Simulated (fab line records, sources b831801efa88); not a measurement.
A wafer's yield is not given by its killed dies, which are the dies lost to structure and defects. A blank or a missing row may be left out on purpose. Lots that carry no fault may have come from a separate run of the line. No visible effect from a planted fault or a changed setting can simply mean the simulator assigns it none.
fab line records	flow sky130
record: lots: 6	wafers: 18	last-day: 50
route steps=708 shown POLY_CUT@310 SD_P@320 RES_XHIGH@332 SD_N@342 PAD_OPEN@708
lots with no fault: from the same line, run without faults
start-h: hours from the record's opening day to when the first of the lot's shown wafers began	wait-h: hours since the lot's step before	" the same as in the row above	L1.1+2: one row covering several wafers at once	- no value present, or no start provided	* or withheld: withheld	< > ~ a bound
route shown NAME@n: NAME is a module with steps in the file, n the number in the route of the first one	usual: mean and standard deviation over wafers with no fault	same: alike in all rows	chamber/n: place in a boat	sites: each site's reading	_std_site: standard deviation across them	_edge_site: inner sites' mean taken away from outer sites' mean	radius-mm: how far each site lies from the wafer's centre	mask NAME#n: copy n	behind: the most recent tool/chamber to have shaped the wafer	hold: why the lot went on hold/how many hours it stayed there/how the hold came to an end	device: the n, p or np transistor that did not switch	end of line: tests run on the same wafers once the route is complete	for a step that has no rows: nothing shown but its recipe	killed: dies lost to structure and defects at the first sort, not the wafer's yield	map: a wafer's dies, x killed, . not, _ none there
set.NAME: the setting the step ran with; set.NAME@STEP: the setting that earlier step ran with	model.NAME: the simulator's own value behind a step, which no gauge read
a table for each step, a row for each wafer; lots at some steps of the route
services: when a tool's chamber went out of use (start-h, in hours from the record's first day, below 0 if earlier), for how many hours, and the reason
== steps ==
step: SKY_POLY_CUT_COAT_03
recipe: resist: KrF-thick	spin-rpm: 3000	resist-thk-nm: 450
step: SKY_POLY_CUT_SOFTBAKE_04
recipe: temp-c: 100	time-s: 90	resist: KrF-thick
step: SKY_POLY_CUT_EXPOSE_05
recipe: mask-id: NPCM	na: 0.8	source-shape: annular	sigma-inner: 0.55	sigma-outer: 0.85	target-cd-nm: 270	dose-mj: 32
step: SKY_POLY_CUT_PEB_06
recipe: peb-temp-c: withheld	peb-time-s: withheld	resist: KrF-thick
step: SKY_POLY_CUT_DEVELOP_07
recipe: develop-time-s: 60	resist: KrF-thick	dev-temp-c: 21
step: SKY_POLY_CUT_CD_MEAS_08
recipe: target-cd-nm: 270
usual: cd-nm: 270.1/1.6
lot.wafer	tool	chamber	start-h	wait-h	cd-nm
L217.2	cd-sem-01	-	574.54	-	270.5
L217.3	"	-	"	"	269.2
L217.5	"	-	"	"	269.0
L222.1	cd-sem-02	-	625.27	-	269.0
L222.3	"	-	"	"	271.1
L222.5	"	-	"	"	269.9
L223.1	cd-sem-01	-	633.57	-	268.7
L223.2	"	-	"	"	269.9
L223.6	"	-	"	"	268.7
L230.3	cd-sem-02	-	695.33	-	268.4
L230.4	"	-	"	"	268.8
L230.5	"	-	"	"	270.1
L233.2	cd-sem-01	-	709.29	-	269.7
L233.4	"	-	"	"	268.8
L233.5	"	-	"	"	268.7
L235.1	cd-sem-02	-	727.09	-	270.1
L235.2	"	-	"	"	269.2
L235.5	"	-	"	"	268.1
step: SKY_POLY_CUT_OVL_MEAS_09
usual: POLY_CUT_OVL: 1/5.1
lot.wafer	tool	chamber	start-h	wait-h	POLY_CUT_OVL[nm]
L217.2	overlay-02	-	574.65	0.1	-4
L217.3	"	-	"	"	8
L217.5	"	-	"	"	4
L222.1	overlay-01	-	625.39	0.1	1
L222.3	"	-	"	"	4
L222.5	"	-	"	"	2
L223.1	overlay-02	-	633.69	0.1	9
L223.2	"	-	"	"	13
L223.6	"	-	"	"	12
L230.3	overlay-02	-	695.42	0.1	-7
L230.4	"	-	"	"	-4
L230.5	"	-	"	"	-4
L233.2	overlay-02	-	709.39	0.1	3
L233.4	"	-	"	"	10
L233.5	"	-	"	"	2
L235.1	overlay-02	-	727.21	0.1	12
L235.2	"	-	"	"	5
L235.5	"	-	"	"	8
step: SKY_POLY_CUT_ETCH_10
recipe: chemistry: N2/H2	target: BARC	ion-energy-ev: 200	source-w: 500	bias-w: 100	pressure-mtorr: 30	n2-flow-sccm: 100	h2-flow-sccm: 200	stop-on: SiO2	time-s: 45.9	target-depth-a: 600
usual: drypump-motor-current-A: 6.0/0.49	oes-product-au: 0.855/0.0049	rf-fwd-power-W: 495.1/2.3	throttle-valve-pct: 13.224/0.0091
lot.wafer	tool	chamber	start-h	wait-h	drypump-motor-current-A	oes-product-au	rf-fwd-power-W	rf-hours-counter-h	throttle-valve-pct
L217.2	rie-diel-01	0	574.68	0.0	6.6	0.849	497.0	5	13.211
L217.3	"	2	"	"	6.2	0.851	493.5	39	13.215
L217.5	"	1	"	"	5.3	0.853	497.3	-	13.228
L222.1	rie-diel-03	0	625.42	0.0	5.5	0.855	497.0	3	13.211
L222.3	"	1	"	"	6.6	0.851	493.5	72	13.226
L222.5	"	1	"	"	6.6	0.848	493.4	-	13.221
L223.1	rie-diel-03	0	633.72	0.0	5.5	0.855	497.5	3	13.228
L223.2	"	2	"	"	6.2	0.856	495.5	0	13.206
L223.6	"	0	"	"	5.5	0.858	495.8	-	13.225
L230.3	rie-diel-02	3	695.45	0.0	5.7	0.854	494.2	6	13.227
L230.4	"	1	"	"	5.2	0.853	496.8	1	13.218
L230.5	"	2	"	"	6.0	0.851	494.0	-	13.233
L233.2	rie-diel-01	1	709.42	0.0	5.3	0.863	492.7	40	13.238
L233.4	"	0	"	"	6.6	0.849	495.5	8	13.230
L233.5	"	3	"	"	5.5	0.865	497.1	-	13.229
L235.1	rie-diel-02	3	727.25	0.0	5.7	0.846	497.5	7	13.234
L235.2	"	0	"	"	6.6	0.852	494.6	0	13.222
L235.5	"	0	"	"	6.6	0.859	495.0	-	13.230
step: SKY_POLY_CUT_ETCH_11
recipe: target: Si3N4	chemistry: CF4/CH2F2/Ar	stop-on: poly-Si	source-w: 600	bias-w: 150	pressure-mtorr: 40	cf4-flow-sccm: 40	ch2f2-flow-sccm: 20	Ar_flow_sccm: 150	time-s: 42.5	target-depth-a: 600
usual: drypump-motor-current-A: 6.0/0.48	oes-product-au: 0.828/0.0061	rf-fwd-power-W: 593.6/2.7	throttle-valve-pct: 14.995/0.0094
lot.wafer	tool	chamber	start-h	wait-h	drypump-motor-current-A	oes-product-au	rf-fwd-power-W	rf-hours-counter-h	throttle-valve-pct
L217.2	rie-diel-01	0	574.72	0.0	6.6	0.832	594.3	5	14.979
L217.3	"	2	"	"	6.2	0.826	595.6	39	14.992
L217.5	"	1	"	"	5.3	0.825	595.4	-	14.990
L222.1	rie-diel-03	0	625.47	0.0	5.6	0.827	594.7	3	14.995
L222.3	"	1	"	"	6.6	0.828	588.6	72	14.977
L222.5	"	1	"	"	6.6	0.827	588.9	-	14.997
L223.1	rie-diel-03	0	633.77	0.0	5.5	0.817	592.8	3	15.009
L223.2	"	2	"	"	6.2	0.824	591.8	0	15.012
L223.6	"	0	"	"	5.5	0.829	594.4	-	14.983
L230.3	rie-diel-02	3	695.49	0.0	5.7	0.823	593.2	6	15.000
L230.4	"	1	"	"	5.2	0.827	595.5	1	14.988
L230.5	"	2	"	"	6.1	0.831	593.1	-	14.985
L233.2	rie-diel-01	1	709.47	0.0	5.3	0.824	595.3	40	14.997
L233.4	"	0	"	"	6.6	0.823	595.2	8	14.992
L233.5	"	3	"	"	5.5	0.828	596.0	-	15.012
L235.1	rie-diel-02	3	727.29	0.0	5.7	0.839	598.4	7	15.008
L235.2	"	0	"	"	6.5	0.829	595.3	0	14.979
L235.5	"	0	"	"	6.5	0.837	593.5	-	15.007
step: SKY_POLY_CUT_STRIP_12
recipe: chemistry: O2/N2	power-w: 1400	pressure-mtorr: 1500	platen-temp-c: withheld	o2-flow-sccm: 3000	n2-flow-sccm: 300	overash-fraction: 0.5
usual: drypump-motor-current-A: 5.6/0.53	oes-product-au: 0.452/0.0049	strip-time-to-endpoint-s: 5.360/0.017
lot.wafer	tool	chamber	start-h	wait-h	drypump-motor-current-A	oes-product-au	rf-hours-counter-h	strip-time-to-endpoint-s
L217.2	plasma-asher-01	0	574.76	0.0	4.8	0.452	89	5.366
L217.3	"	1	"	"	6.2	0.448	-	5.379
L217.5	"	0	"	"	4.8	0.449	-	5.357
L222.1	plasma-asher-03	0	625.51	0.0	5.4	0.449	79	5.380
L222.3	"	1	"	"	5.8	0.459	-	5.371
L222.5	"	0	"	"	5.4	0.450	-	5.391
L223.1	plasma-asher-01	1	633.81	0.0	6.3	0.443	94	5.367
L223.2	"	0	"	"	4.9	0.448	94	5.323
L223.6	"	1	"	"	6.3	0.445	-	5.339
L230.3	plasma-asher-01	1	695.56	0.1	6.2	0.450	-	5.353
L230.4	"	0	"	"	4.8	0.454	-	5.336
L230.5	"	0	"	"	4.8	0.452	-	5.347
L233.2	plasma-asher-01	0	709.51	0.0	4.8	0.457	102	5.334
L233.4	"	0	"	"	4.8	0.446	-	5.344
L233.5	"	1	"	"	6.2	0.444	-	5.367
L235.1	plasma-asher-04	0	727.33	0.0	5.9	0.451	31	5.341
L235.2	"	1	"	"	6.0	0.457	31	5.365
L235.5	"	0	"	"	5.8	0.455	-	5.360
step: SKY_SD_P_DEHYDRATE_00
recipe: temp-c: 200	time-s: 60
step: SKY_SD_P_HMDS_01
recipe: prime-time-s: 60	prime-temp-c: 120
step: SKY_SD_P_COAT_02
recipe: resist: NOVOLAK	spin-rpm: 3000	resist-thk-nm: 1140
usual: chill-plate-temp-C: 23.02/0.11	dispense-pressure-kPa: 53/3.3
lot.wafer	tool	chamber	start-h	wait-h	chill-plate-temp-C	dispense-pressure-kPa
L217.2	litho-track-02	0	589.92	0.1	22.88	57
L217.3	"	0	"	"	22.92	57
L217.5	"	0	"	"	22.97	57
L222.1	litho-track-02	-	638.89	0.1	-	-
L222.3	"	-	"	"	-	-
L222.5	"	-	"	"	-	-
L223.1	litho-track-04	-	647.72	0.1	-	-
L223.2	"	-	"	"	-	-
L223.6	"	-	"	"	-	-
L230.3	litho-track-02	0	707.79	0.1	23.04	57
L230.4	"	0	"	"	22.79	57
L230.5	"	0	"	"	23.06	57
L233.2	litho-track-04	0	722.64	0.1	23.14	50
L233.4	"	0	"	"	23.07	50
L233.5	"	0	"	"	23.10	50
L235.1	litho-track-04	0	740.67	0.1	22.93	50
L235.2	"	0	"	"	23.01	50
L235.5	"	0	"	"	23.12	50
step: SKY_SD_P_SOFTBAKE_03
recipe: temp-c: 90	time-s: 60	resist: NOVOLAK
step: SKY_SD_P_EXPOSE_04
recipe: mask-id: PSDM	na: 0.6	source-shape: conventional	sigma-outer: 0.6	polarization: unpolarized	target-cd-nm: 380	dose-mj: 138
step: SKY_SD_P_PEB_05
recipe: temp-c: withheld	time-s: *	resist: NOVOLAK
step: SKY_SD_P_DEVELOP_06
recipe: resist: NOVOLAK	developer: TMAH	develop-time-s: 60	dev-temp-c: 23
step: SKY_SD_P_CD_MEAS_07
recipe: target-cd-nm: 380
usual: cd-nm: 379.5/2.4
lot.wafer	tool	chamber	start-h	wait-h	cd-nm
L217.2	cd-sem-02	-	604.42	0.1	377.7
L217.3	"	-	"	"	377.8
L217.5	"	-	"	"	377.3
L222.1	cd-sem-02	-	652.85	0.1	-
L222.3	"	-	"	"	-
L222.5	"	-	"	"	-
L223.1	cd-sem-01	-	661.40	0.1	-
L223.2	"	-	"	"	-
L223.6	"	-	"	"	-
L230.3	cd-sem-02	-	720.96	0.1	379.7
L230.4	"	-	"	"	375.6
L230.5	"	-	"	"	376.5
L233.2	cd-sem-02	-	735.74	0.1	379.7
L233.4	"	-	"	"	380.6
L233.5	"	-	"	"	378.9
L235.1	cd-sem-01	-	754.27	0.1	379.9
L235.2	"	-	"	"	381.1
L235.5	"	-	"	"	380.2
step: SKY_SD_P_OVL_MEAS_08
usual: SD_P_OVL: 0.4/1.6
lot.wafer	tool	chamber	start-h	wait-h	SD_P_OVL[nm]
L217.2	overlay-02	-	604.53	0.1	2.6
L217.3	"	-	"	"	2.3
L217.5	"	-	"	"	0.7
L222.1	overlay-01	-	652.97	0.1	-
L222.3	"	-	"	"	-
L222.5	"	-	"	"	-
L223.1	overlay-02	-	661.52	0.1	-
L223.2	"	-	"	"	-
L223.6	"	-	"	"	-
L230.3	overlay-01	-	721.05	0.1	-1.8
L230.4	"	-	"	"	-1.3
L230.5	"	-	"	"	-0.5
L233.2	overlay-01	-	735.84	0.1	0.4
L233.4	"	-	"	"	-0.9
L233.5	"	-	"	"	1.5
L235.1	overlay-02	-	754.39	0.1	2.8
L235.2	"	-	"	"	4.1
L235.5	"	-	"	"	2.7
step: SKY_SD_P_IMPLANT_09
recipe: species: BF2	energy-kev: 20	dose-cm2: 3e+15	tilt-deg: 0
step: SKY_SD_P_STRIP_10
recipe: chemistry: O2/N2	power-w: 1400	pressure-mtorr: 1500	platen-temp-c: withheld	o2-flow-sccm: 3000	n2-flow-sccm: 300	overash-fraction: 0.5
usual: drypump-motor-current-A: 5.5/0.45	oes-product-au: 0.617/0.0044	strip-time-to-endpoint-s: 17.52/0.042
lot.wafer	tool	chamber	start-h	wait-h	drypump-motor-current-A	oes-product-au	rf-hours-counter-h	strip-time-to-endpoint-s
L217.2	plasma-asher-03	0	604.71	0.1	5.4	0.620	77	17.50
L217.3	"	1	"	"	5.8	0.614	-	17.52
L217.5	"	1	"	"	5.8	0.618	-	17.50
L222.1	plasma-asher-01	0	653.16	0.1	4.8	-	96	-
L222.3	"	0	"	"	4.9	-	-	-
L222.5	"	0	"	"	4.8	-	-	-
L223.1	plasma-asher-03	0	661.71	0.1	5.4	-	82	-
L223.2	"	1	"	"	5.8	-	82	-
L223.6	"	0	"	"	5.4	-	-	-
L230.3	plasma-asher-03	0	721.29	0.1	5.4	0.615	-	17.55
L230.4	"	1	"	"	5.7	0.623	-	17.61
L230.5	"	0	"	"	5.4	0.624	-	17.50
L233.2	plasma-asher-02	1	736.11	0.2	5.4	0.616	62	17.47
L233.4	"	1	"	"	5.4	0.616	-	17.46
L233.5	"	0	"	"	5.3	0.612	-	17.49
L235.1	plasma-asher-01	1	754.58	0.1	6.2	0.617	1	17.47
L235.2	"	0	"	"	4.8	0.615	1	17.45
L235.5	"	1	"	"	6.2	0.623	-	17.52
step: SKY_SD_P_TW_MEAS_11
usual: SD_P_TW: 2855/26
lot.wafer	tool	chamber	start-h	wait-h	SD_P_TW
L217.2	film-metro-04	-	604.82	0.1	2832
L217.3	"	-	"	"	2841
L217.5	"	-	"	"	2839
L222.1	film-metro-02	-	653.26	0.1	2817
L222.3	"	-	"	"	2844
L222.5	"	-	"	"	2817
L223.1	film-metro-03	-	661.81	0.1	2881
L223.2	"	-	"	"	2856
L223.6	"	-	"	"	2881
L230.3	film-metro-04	-	721.38	0.1	2825
L230.4	"	-	"	"	2839
L230.5	"	-	"	"	2823
L233.2	film-metro-03	-	736.22	0.1	2880
L233.4	"	-	"	"	2868
L233.5	"	-	"	"	2871
L235.1	film-metro-03	-	754.68	0.1	2877
L235.2	"	-	"	"	2883
L235.5	"	-	"	"	2876
step: SKY_RES_XHIGH_DEHYDRATE_00
recipe: temp-c: 200	time-s: 60
step: SKY_RES_XHIGH_HMDS_01
recipe: prime-time-s: 60	prime-temp-c: 120
step: SKY_RES_XHIGH_COAT_02
recipe: resist: NOVOLAK	spin-rpm: 3000	resist-thk-nm: 1140
step: SKY_RES_XHIGH_SOFTBAKE_03
recipe: temp-c: 90	time-s: 60	resist: NOVOLAK
step: SKY_RES_XHIGH_EXPOSE_04
recipe: mask-id: URPM	na: 0.6	source-shape: conventional	sigma-outer: 0.6	polarization: unpolarized	target-cd-nm: 1270	dose-mj: 140
step: SKY_RES_XHIGH_PEB_05
recipe: temp-c: withheld	time-s: *	resist: NOVOLAK
step: SKY_RES_XHIGH_DEVELOP_06
recipe: resist: NOVOLAK	developer: TMAH	develop-time-s: 60	dev-temp-c: 23
step: SKY_RES_XHIGH_IMPLANT_07
recipe: species: BF2	energy-kev: 20	dose-cm2: 3.6e+14	tilt-deg: 0
step: SKY_RES_XHIGH_STRIP_08
recipe: chemistry: O2/N2	power-w: 1400	pressure-mtorr: 1500	platen-temp-c: withheld	o2-flow-sccm: 3000	n2-flow-sccm: 300	overash-fraction: 0.5
usual: drypump-motor-current-A: 5.61/0.27	oes-product-au: 0.711/0.0051	strip-time-to-endpoint-s: 14.28/0.043
lot.wafer	tool	chamber	start-h	wait-h	drypump-motor-current-A	oes-product-au	rf-hours-counter-h	strip-time-to-endpoint-s
L217.2	plasma-asher-04	1	633.05	0.1	6.00	0.719	21	14.26
L217.3	"	0	"	"	5.84	0.708	-	14.29
L217.5	"	1	"	"	6.00	0.706	-	14.29
L222.1	plasma-asher-03	0	680.49	0.1	5.37	0.707	84	14.30
L222.3	"	0	"	"	5.40	0.715	-	14.32
L222.5	"	0	"	"	5.38	0.719	-	14.35
L223.1	plasma-asher-02	1	688.05	0.1	5.35	0.714	57	14.30
L223.2	"	0	"	"	5.35	0.714	57	14.29
L223.6	"	1	"	"	5.35	0.717	-	14.28
L230.3	plasma-asher-02	1	747.43	0.1	5.38	0.720	-	14.23
L230.4	"	0	"	"	5.32	0.709	-	14.21
L230.5	"	0	"	"	5.30	0.710	-	14.25
L233.2	plasma-asher-03	0	762.85	0.1	5.39	0.711	90	14.36
L233.4	"	0	"	"	5.38	0.715	-	14.36
L233.5	"	0	"	"	5.38	0.711	-	14.38
L235.1	plasma-asher-03	0	780.45	0.1	5.39	0.714	91	14.37
L235.2	"	1	"	"	5.74	0.713	91	14.33
L235.5	"	1	"	"	5.74	0.709	-	14.37
step: SKY_RES_XHIGH_TW_MEAS_09
usual: RES_XHIGH_TW: 1656/14
lot.wafer	tool	chamber	start-h	wait-h	RES_XHIGH_TW
L217.2	film-metro-02	-	633.16	0.1	1655
L217.3	"	-	"	"	1647
L217.5	"	-	"	"	1642
L222.1	film-metro-02	-	680.59	0.1	2871
L222.3	"	-	"	"	2891
L222.5	"	-	"	"	2891
L223.1	film-metro-03	-	688.15	0.1	2944
L223.2	"	-	"	"	2961
L223.6	"	-	"	"	2955
L230.3	film-metro-04	-	747.52	0.1	1629
L230.4	"	-	"	"	1639
L230.5	"	-	"	"	1629
L233.2	film-metro-03	-	762.96	0.1	1656
L233.4	"	-	"	"	1665
L233.5	"	-	"	"	1671
L235.1	film-metro-03	-	780.55	0.1	1664
L235.2	"	-	"	"	1664
L235.5	"	-	"	"	1673
step: SKY_SD_N_DEHYDRATE_00
recipe: temp-c: 200	time-s: 60
step: SKY_PAD_OPEN_PROBE_99
usual: killed_at_M0_to_M3: 43/7	killed_at_M4_up: 3.5/1.9	killed-at-contacts: 24/5.3	killed-at-front-end: 15/4.4	killed-at-other: 0.3/0.69	killed-dies: 87/9.7	killed-on-rim: 17/4.3	killed-open: 48/7	killed-short: 39/6.4
same: gross-dies: 492	killed-at-back-side: 0
lot.wafer	tool	chamber	start-h	wait-h	killed_at_M0_to_M3	killed_at_M4_up	killed-at-contacts	killed-at-front-end	killed-at-other	killed-dies	killed-on-rim	killed-open	killed-short
L217.2	prober-01	-	1082.67	0.1	45	3	36	12	1	97	19	60	36
L217.3	prober-01	-	1082.72	0.2	46	5	26	14	0	91	17	44	47
L217.5	prober-01	-	1082.82	0.2	40	2	21	17	3	83	19	43	37
L222.1	prober-02	-	1121.30	0.1	43	3	21	425	0	492	96	41	41
L222.3	prober-02	-	1121.40	0.2	34	5	26	427	0	492	96	40	36
L222.5	prober-02	-	1121.50	0.2	28	3	16	445	0	492	96	33	24
L223.1	prober-01	-	1124.37	0.1	50	2	30	410	0	492	96	44	44
L223.2	prober-01	-	1124.42	0.1	42	3	24	422	1	492	96	37	42
L223.6	prober-01	-	1124.62	0.2	37	3	20	432	0	492	96	35	37
L230.3	prober-01	-	1164.17	0.2	41	6	29	14	0	90	14	45	45
L230.4	prober-01	-	1164.22	0.2	49	9	22	15	0	95	15	52	42
L230.5	prober-01	-	1164.27	0.2	46	5	28	14	0	93	21	57	36
killed by level:class
L217.2 VIA1:geometric-particle:open=18 LI_CONTACT:geometric-particle:open=13 CONTACT:geometric-particle:open=12 CONTACT:geometric-particle:short=5 POLY_GATE:geometric-particle:short=5 VIA1:geometric-particle:short=5 LOCAL_INTERCONNECT:geometric-particle:short=4 METAL1:geometric-particle:short=4
L217.3 CONTACT:geometric-particle:open=12 METAL1:geometric-particle:short=9 VIA1:geometric-particle:open=6 METAL2:geometric-particle:short=6 LI_CONTACT:geometric-particle:open=5 VIA3:geometric-particle:open=5 CONTACT:geometric-particle:short=4 VIA1:geometric-particle:short=4
L217.5 VIA1:geometric-particle:short=8 VIA3:geometric-particle:open=8 LI_CONTACT:geometric-particle:open=7 CONTACT:geometric-particle:open=7 VIA2:geometric-particle:open=7 FIELD_ISO:geometric-particle:short=6 FIELD_ISO:geometric-particle:open=4 VIA1:geometric-particle:open=4
L222.1 SD_P:area-expose=410 VIA1:geometric-particle:open=8 METAL2:geometric-particle:short=8 LOCAL_INTERCONNECT:geometric-particle:short=7 CONTACT:geometric-particle:open=7 VIA1:geometric-particle:short=6 VIA3:geometric-particle:open=6 POLY_GATE:geometric-particle:open=4
L222.3 SD_P:area-expose=416 CONTACT:geometric-particle:open=9 VIA1:geometric-particle:open=6 VIA2:geometric-particle:open=6 METAL2:geometric-particle:short=5 LOCAL_INTERCONNECT:geometric-particle:short=5 CONTACT:geometric-particle:short=5 VIA3:geometric-particle:open=5
L222.5 SD_P:area-expose=435 VIA1:geometric-particle:open=14 LI_CONTACT:geometric-particle:open=7 CONTACT:geometric-particle:open=5 FIELD_ISO:geometric-particle:short=4 METAL1:geometric-particle:short=3 METAL2:geometric-particle:short=3 POLY_GATE:geometric-particle:short=2
L223.1 SD_P:area-expose=403 CONTACT:geometric-particle:open=9 LI_CONTACT:geometric-particle:open=8 VIA3:geometric-particle:open=8 METAL3:geometric-particle:short=7 METAL1:geometric-particle:short=7 VIA1:geometric-particle:short=7 VIA2:geometric-particle:open=5
L223.2 SD_P:area-expose=413 VIA1:geometric-particle:open=10 CONTACT:geometric-particle:open=8 METAL1:geometric-particle:short=6 VIA1:geometric-particle:short=6 FIELD_ISO:geometric-particle:short=5 LI_CONTACT:geometric-particle:short=4 LI_CONTACT:geometric-particle:open=4
L223.6 SD_P:area-expose=420 CONTACT:geometric-particle:open=9 VIA1:geometric-particle:open=8 METAL1:geometric-particle:short=7 CONTACT:geometric-particle:short=5 POLY_GATE:geometric-particle:open=4 VIA3:geometric-particle:short=4 VIA3:geometric-particle:open=4
L230.3 CONTACT:geometric-particle:open=12 METAL1:geometric-particle:short=7 LI_CONTACT:geometric-particle:short=6 VIA1:geometric-particle:open=6 VIA2:geometric-particle:open=6 POLY_GATE:geometric-particle:open=5 CONTACT:geometric-particle:short=5 METAL2:geometric-particle:short=4
L230.4 CONTACT:geometric-particle:open=13 VIA2:geometric-particle:open=9 METAL2:geometric-particle:short=8 VIA1:geometric-particle:open=8 METAL1:geometric-particle:short=6 POLY_GATE:geometric-particle:short=5 VIA3:geometric-particle:open=5 METAL4:geometric-particle:short=5
L230.5 VIA1:geometric-particle:open=12 CONTACT:geometric-particle:open=11 LI_CONTACT:geometric-particle:open=8 VIA2:geometric-particle:open=7 FIELD_ISO:geometric-particle:open=6 CONTACT:geometric-particle:short=5 METAL1:geometric-particle:short=5 METAL2:geometric-particle:short=5
map L222.1 (x killed, . not)
__________xxxxxxxxxx_________
________xxxxxxxxxxxxxx_______
______xxxxxxxxxxxxxxxxxx_____
_____xxxxxxxxxxxxxxxxxxxx____
____xxxxxxxxxxxxxxxxxxxxxx___
___xxxxxxxxxxxxxxxxxxxxxxxx__
__xxxxxxxxxxxxxxxxxxxxxxxxxx_
_xxxxxxxxxxxxxxxxxxxxxxxxxxxx
_xxxxxxxxxxxxxxxxxxxxxxxxxxxx
_xxxxxxxxxxxxxxxxxxxxxxxxxxxx
_xxxxxxxxxxxxxxxxxxxxxxxxxxxx
_xxxxxxxxxxxxxxxxxxxxxxxxxxxx
_xxxxxxxxxxxxxxxxxxxxxxxxxxxx
_xxxxxxxxxxxxxxxxxxxxxxxxxxxx
_xxxxxxxxxxxxxxxxxxxxxxxxxxxx
__xxxxxxxxxxxxxxxxxxxxxxxxxx_
___xxxxxxxxxxxxxxxxxxxxxxxx__
____xxxxxxxxxxxxxxxxxxxxxx___
_____xxxxxxxxxxxxxxxxxxxx____
______xxxxxxxxxxxxxxxxxx_____
________xxxxxxxxxxxxxx_______
__________xxxxxxxxxx_________
map L223.1 (x killed, . not)
__________xxxxxxxxxx_________
________xxxxxxxxxxxxxx_______
______xxxxxxxxxxxxxxxxxx_____
_____xxxxxxxxxxxxxxxxxxxx____
____xxxxxxxxxxxxxxxxxxxxxx___
___xxxxxxxxxxxxxxxxxxxxxxxx__
__xxxxxxxxxxxxxxxxxxxxxxxxxx_
_xxxxxxxxxxxxxxxxxxxxxxxxxxxx
_xxxxxxxxxxxxxxxxxxxxxxxxxxxx
_xxxxxxxxxxxxxxxxxxxxxxxxxxxx
_xxxxxxxxxxxxxxxxxxxxxxxxxxxx
_xxxxxxxxxxxxxxxxxxxxxxxxxxxx
_xxxxxxxxxxxxxxxxxxxxxxxxxxxx
_xxxxxxxxxxxxxxxxxxxxxxxxxxxx
_xxxxxxxxxxxxxxxxxxxxxxxxxxxx
__xxxxxxxxxxxxxxxxxxxxxxxxxx_
___xxxxxxxxxxxxxxxxxxxxxxxx__
____xxxxxxxxxxxxxxxxxxxxxx___
_____xxxxxxxxxxxxxxxxxxxx____
______xxxxxxxxxxxxxxxxxx_____
________xxxxxxxxxxxxxx_______
__________xxxxxxxxxx_________
== services ==
tool	chamber	start-h	hours	kind
rie-diel-01	-	560.20	2.8	pm
rie-diel-01	3	573.08	19.2	repair
rie-diel-03	0	579.32	3.3	repair
rie-diel-02	0	580.50	19.8	repair
plasma-asher-01	-	598.70	3.7	repair
rie-diel-03	2	605.22	-	clean
rie-diel-03	2	605.22	21.4	scheduled-down
plasma-asher-02	-	623.57	4.3	repair
plasma-asher-01	-	638.17	2.9	repair
rie-diel-03	1	646.57	11.1	repair
rie-diel-02	0	669.06	5.4	repair
rie-diel-02	2	671.71	14.9	repair
plasma-asher-03	-	685.57	7.5	repair
rie-diel-02	2	703.56	3.1	repair
rie-diel-02	-	706.69	2.8	pm
rie-diel-03	2	720.90	6.9	repair
plasma-asher-03	-	733.12	14.6	pm
plasma-asher-01	-	733.75	9.0	pm
plasma-asher-01	0	733.75	9.0	vent-cycle
plasma-asher-01	1	733.75	9.0	vent-cycle
plasma-asher-01	0	742.75	-	clean
plasma-asher-01	1	742.75	-	clean
plasma-asher-02	-	742.75	2.8	pm
rie-diel-01	-	773.31	0.3	repair
== key ==
first-sign: step: SKY_SD_P_COAT_02	reading: tool-record	direction: missing
effect: step: SKY_SD_P_CD_MEAS_07	reading: cd-nm	direction: missing
effect: step: SKY_SD_P_OVL_MEAS_08	reading: SD_P_OVL	direction: missing
effect: step: SKY_RES_XHIGH_TW_MEAS_09	reading: RES_XHIGH_TW	direction: up	sigmas: 94	usual: 1656	struck: 2919
effect: step: SKY_PAD_OPEN_PROBE_99	reading: killed-at-front-end	direction: up	sigmas: 94	usual: 15	struck: 427
more-kills-born-at: SKY_SD_P_EXPOSE_04@iline-stepper-02: 1261	SKY_SD_P_EXPOSE_04@iline-stepper-01: 1236
met-at SKY_SD_P_COAT_02
struck-wafers L222.1,L222.3,L222.5,L223.1,L223.2,L223.6
tester-left-out L222,L223
onset-between 589.92 638.89
fault: kind: skipped-step-whole	tool: litho-track-02,litho-track-04	chamber: -	onset-h: 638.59	steps: SKY_SD_P_COAT_02	scope: struck-lots-only
tester-left-out: of these lots the tester's yield and bins aren't shown, on N5 and GAA mostly nor the transistor test; their killed dies are dies lost to structure and defects alone, not to doping, threshold or leakage, so they don't give the yield
